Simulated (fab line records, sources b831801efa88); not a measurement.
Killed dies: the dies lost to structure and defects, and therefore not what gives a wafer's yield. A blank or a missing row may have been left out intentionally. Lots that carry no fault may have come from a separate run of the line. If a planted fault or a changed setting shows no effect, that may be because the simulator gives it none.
The tool behind it: which one? + flow gf180mcu + Sampling: 13 lots, 39 wafers, 4 of 602 route steps

WHAT THE GAUGES SHOWED, per wafer
GF_LVPWELL_TW_MEAS_11. Usual: LVPWELL_TW typically reads 557, with standard deviation 6.6.
| lot  | measured    | on           | LVPWELL_TW  | flag |
|------|-------------|--------------|-------------|------|
| L773 | day 4 02:01 | filmMetro-01 | 558 561 561 |      |
| L774 | day 4 07:59 | filmMetro-01 | 561 561 560 |      |
| L775 | day 4 14:02 | filmMetro-02 | 566 568 567 |      |
| L776 | day 4 18:40 | filmMetro-04 | 551 548 550 |      |
| L785 | day 6 21:05 | filmMetro-04 | 552 550 553 |      |
| L786 | day 7 07:17 | filmMetro-04 | 548 547 548 |      |
| L787 | day 7 09:52 | filmMetro-04 | 550 550 548 |      |
| L789 | day 7 19:50 | filmMetro-04 | 552 549 549 |      |
| L790 | day 8 03:07 | filmMetro-04 | 550 552 552 |      |
| L791 | day 8 08:58 | filmMetro-01 | 560 564 558 |      |
| L795 | day 9 07:12 | filmMetro-01 | 561 563 559 |      |

GF_VT_IMPLANT_OVL_MEAS_18. Usual: VT_IMPLANT_01_OVL typically reads -0.1 nm, with standard deviation 1.3.
| lot  | measured     | on         | VT_IMPLANT_01_OVL (nm) | flag |
|------|--------------|------------|------------------------|------|
| L773 | day 6 10:23  | overlay-01 | 0.8 -0.7 -1.0          |      |
| L774 | day 6 15:56  | overlay-01 | -3.2 -1.2 -2.7         |      |
| L775 | day 6 23:46  | overlay-02 | -1.1 -0.1 -1.4         |      |
| L776 | day 7 04:38  | overlay-02 | 0.2 1.7 1.7            |      |
| L785 | day 9 13:13  | overlay-02 | -0.2 -1.1 -0.3         |      |
| L786 | day 10 01:25 | overlay-02 | -1.7 -2.3 -2.8         |      |
| L787 | day 10 04:43 | overlay-02 | 1.6 1.2 1.7            |      |
| L789 | day 10 15:32 | overlay-01 | 0.5 0.7 0.3            |      |
| L790 | day 11 00:20 | overlay-01 | -0.6 0.1 -1.2          |      |
| L791 | day 11 06:34 | overlay-02 | -0.4 0.1 -0.7          |      |
| L795 | day 12 08:08 | overlay-01 | 3.2 1.4 1.2            |      |

EACH LOT AND THE TOOL THAT RAN IT (in order: tool; ch and the chambers of the sampled wafers; start)
| lot  | GF_STI_ETCH_13                   | GF_STI_STRIP_15                    |
|------|----------------------------------|------------------------------------|
| L773 | rieDiel-02 ch 1,2, day 2 05:40   | plasmaAsher-03 ch 0,1, day 2 05:51 |
| L774 | rieDiel-01 ch 0,1, day 2 11:04   | plasmaAsher-04 ch 0,1, day 2 11:13 |
| L775 | rieDiel-04 ch 1,2,3, day 2 17:43 | plasmaAsher-03 ch 0,1, day 2 17:52 |
| L776 | rieDiel-04 ch 2,3, day 2 21:34   | plasmaAsher-04 ch 0,1, day 2 21:43 |
| L777 | rieDiel-01 ch 0,2, day 3 02:19   | plasmaAsher-02 ch 0,1, day 3 02:28 |
| L778 | rieDiel-02 ch 0,2,3, day 3 08:31 | plasmaAsher-04 ch 0,1, day 3 08:42 |
| L785 | rieDiel-02 ch 0,1, day 4 19:10   | plasmaAsher-03 ch 0,1, day 4 19:19 |
| L786 | rieDiel-02 ch 1,2, day 5 02:07   | plasmaAsher-03 ch 0, day 5 02:16   |
| L787 | rieDiel-01 ch 1,2, day 5 07:47   | plasmaAsher-04 ch 0,1, day 5 07:56 |
| L789 | rieDiel-02 ch 0,2,3, day 5 17:14 | plasmaAsher-04 ch 0, day 5 17:23   |
| L790 | rieDiel-02 ch 1,2,3, day 5 22:49 | plasmaAsher-03 ch 0,1, day 5 22:58 |
| L791 | rieDiel-02 ch 1,2,3, day 6 04:05 | plasmaAsher-04 ch 0,1, day 6 04:14 |
| L795 | rieDiel-01 ch 0,1, day 7 01:26   | plasmaAsher-03 ch 0,1, day 7 01:37 |
- GF_STI_ETCH_13: etches the open film in CHF3/O2, stops on Si, target depth 282.31 nm, time 112.9 s.
- GF_STI_STRIP_15: strips in O2/N2.

WHAT THE TOOLS THEMSELVES READ (means of the sampled wafers that have a number; where no wafer has one, the mark that the record gives instead)
GF_STI_ETCH_13. Usual: O2_flow_sccm 4.998 sccm, standard deviation 0.015; biasW 200.1 W, standard deviation 0.57; drypumpMotorCurrentA 6.0 A, standard deviation 0.44; oesProductAu 0.832 a.u., standard deviation 0.0067; throttleValvePct 8.810 %, standard deviation 0.0087.
| lot  | tool       | O2_flow_sccm (sccm) | biasW (W) | drypumpMotorCurrentA (A) | oesProductAu (a.u.) | throttleValvePct (%) | flag |
|------|------------|---------------------|-----------|--------------------------|---------------------|----------------------|------|
| L773 | rieDiel-02 | 4.992               | 200.5     | 6.0                      | 0.826               | 8.804                |      |
| L774 | rieDiel-01 | 4.984               | 200.5     | 5.9                      | 0.826               | 8.811                |      |
| L775 | rieDiel-04 | 4.996               | 200.0     | 5.9                      | 0.839               | 8.807                |      |
| L776 | rieDiel-04 | 4.989               | 200.5     | 6.2                      | 0.829               | 8.811                |      |
| L777 | rieDiel-01 | -                   | -         | -                        | -                   | -                    | OFF  |
| L778 | rieDiel-02 | -                   | -         | -                        | -                   | -                    | OFF  |
| L785 | rieDiel-02 | 4.999               | 200.1     | 5.8                      | 0.834               | 8.806                |      |
| L786 | rieDiel-02 | 4.998               | 200.2     | 6.0                      | 0.827               | 8.809                |      |
| L787 | rieDiel-01 | 5.018               | 200.3     | 6.6                      | 0.837               | 8.817                |      |
| L789 | rieDiel-02 | 5.000               | 199.4     | 5.9                      | 0.839               | 8.798                |      |
| L790 | rieDiel-02 | 5.011               | 200.1     | 5.9                      | 0.820               | 8.803                |      |
| L791 | rieDiel-02 | 4.990               | 200.4     | 5.9                      | 0.831               | 8.813                |      |
| L795 | rieDiel-01 | 5.001               | 200.4     | 5.7                      | 0.833               | 8.806                |      |

GF_STI_STRIP_15. Usual: drypumpMotorCurrentA 5.8 A, standard deviation 0.36; heaterPowerW 353 W, standard deviation 24; n2FlowSccm 300.0 sccm, standard deviation 1; oesProductAu 0.382 a.u., standard deviation 0.005; platenTempC 250.03 C, standard deviation 0.18; stripTimeToEndpointS 3.70 s, standard deviation 0.038.
| lot  | tool           | drypumpMotorCurrentA (A) | heaterPowerW (W) | n2FlowSccm (sccm) | oesProductAu (a.u.) | platenTempC (C) | stripTimeToEndpointS (s) | flag |
|------|----------------|--------------------------|------------------|-------------------|---------------------|-----------------|--------------------------|------|
| L773 | plasmaAsher-03 | 5.7                      | 376              | 298.8             | 0.378               | 249.91          | 3.66                     |      |
| L774 | plasmaAsher-04 | 6.0                      | 334              | 298.7             | 0.385               | 249.92          | 3.67                     |      |
| L775 | plasmaAsher-03 | 5.6                      | 365              | 301.9             | 0.384               | 250.16          | 3.76                     |      |
| L776 | plasmaAsher-04 | 6.0                      | 332              | 300.3             | 0.382               | 249.84          | 3.76                     |      |
| L777 | plasmaAsher-02 | 5.7                      | 358              | 300.4             | 0.485               | 250.16          | 6.23                     | OFF  |
| L778 | plasmaAsher-04 | 6.0                      | 332              | 298.7             | 0.488               | 250.34          | 6.23                     | OFF  |
| L785 | plasmaAsher-03 | 5.7                      | 373              | 299.2             | 0.383               | 249.80          | 3.70                     |      |
| L786 | plasmaAsher-03 | 5.1                      | 396              | 300.5             | 0.383               | 250.02          | 3.68                     |      |
| L787 | plasmaAsher-04 | 6.0                      | 335              | 299.5             | 0.384               | 250.11          | 3.69                     |      |
| L789 | plasmaAsher-04 | 5.9                      | 341              | 301.9             | 0.382               | 250.15          | 3.69                     |      |
| L790 | plasmaAsher-03 | 5.6                      | 377              | 299.8             | 0.382               | 250.11          | 3.68                     |      |
| L791 | plasmaAsher-04 | 6.0                      | 336              | 300.4             | 0.385               | 249.91          | 3.71                     |      |
| L795 | plasmaAsher-03 | 5.7                      | 375              | 300.5             | 0.387               | 250.09          | 3.75                     |      |

THE ANSWER, worked out from the rows above alone
Rule: a lot counts as off when the mean over its wafers that have a number is more than 3 standard deviations away from the usual mean. A lot without any number at a reading at which 4 lots or more have one is off too. The other lots that the step has rows for count as sound. First the gauges in route order, then the tools' own readings, where a lot's mean is used as printed above. At the first step where some lot is off, the reading lying furthest off is the one used; lots without a number count as furthest.
Off: L777, L778, at GF_STI_ETCH_13 (O2_flow_sccm). Without a number there: L777, L778.
If a tool, at that step or one of the process steps before it, ran each lot that is off and ran no sound lot following the first of them, it fits. Not one of the candidates tried fits.

WHAT WAS PUT IN BY THE SIMULATOR
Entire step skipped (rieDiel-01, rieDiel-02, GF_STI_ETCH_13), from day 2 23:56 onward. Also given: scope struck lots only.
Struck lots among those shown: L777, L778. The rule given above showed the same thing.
